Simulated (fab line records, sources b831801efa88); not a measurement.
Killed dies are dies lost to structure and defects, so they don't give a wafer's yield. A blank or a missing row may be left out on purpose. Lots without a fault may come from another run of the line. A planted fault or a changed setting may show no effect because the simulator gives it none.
Chamber matching | flow sky130 | SKY_VIA2_CMP_02 on cmp-01: 4 sister chambers
The step polishes SiO2. 4 wafers are shown with their chamber, then 8 later ones without.

WAFERS WITH THEIR CHAMBER
wafer  | chamber | motor_current_A (A)
L647.5 | 3       | 14.4
L648.1 | 0       | 10.7
L648.6 | 2       | 14.0
L655.1 | 1       | 12.0

WAFERS WITHOUT THEIR CHAMBER
wafer  | motor_current_A (A)
L655.5 | 13.2
L655.6 | 14.1
L656.1 | 14.8
L656.2 | 14.5
L656.5 | 10.8
L657.1 | 10.4
L657.3 | 15.0
L657.4 | 14.7

WHICH CHAMBER EACH WENT THROUGH
wafer  | from the rows above          | in truth
L655.5 | can't be placed: 2 or 1 or 3 | 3
L655.6 | can't be placed: 2 or 3      | 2
L656.1 | can't be placed: 3 or 2      | 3
L656.2 | can't be placed: 3 or 2      | 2
L656.5 | 0                            | 0
L657.1 | 0                            | 0
L657.3 | can't be placed: 3 or 2      | 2
L657.4 | can't be placed: 3 or 2      | 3
Placed correctly: 2 of 8. Can't be placed from these rows: 6 (the true chamber is among the candidates in 6). Placed wrongly: 0.
How it was worked out, from the rows above alone: a wafer's distance from a chamber is the root of the sum, over the readings, of the square of ((its reading less the chamber's mean) divided by the reading's scatter). The wafer belongs to the nearest chamber; if the next one is less than 2 further off, it can't be placed. A chamber's mean is the mean of its shown wafers. The scatter: with one shown wafer a chamber, the root of the mean of the squares of how far each hidden wafer lies from its nearest shown one.
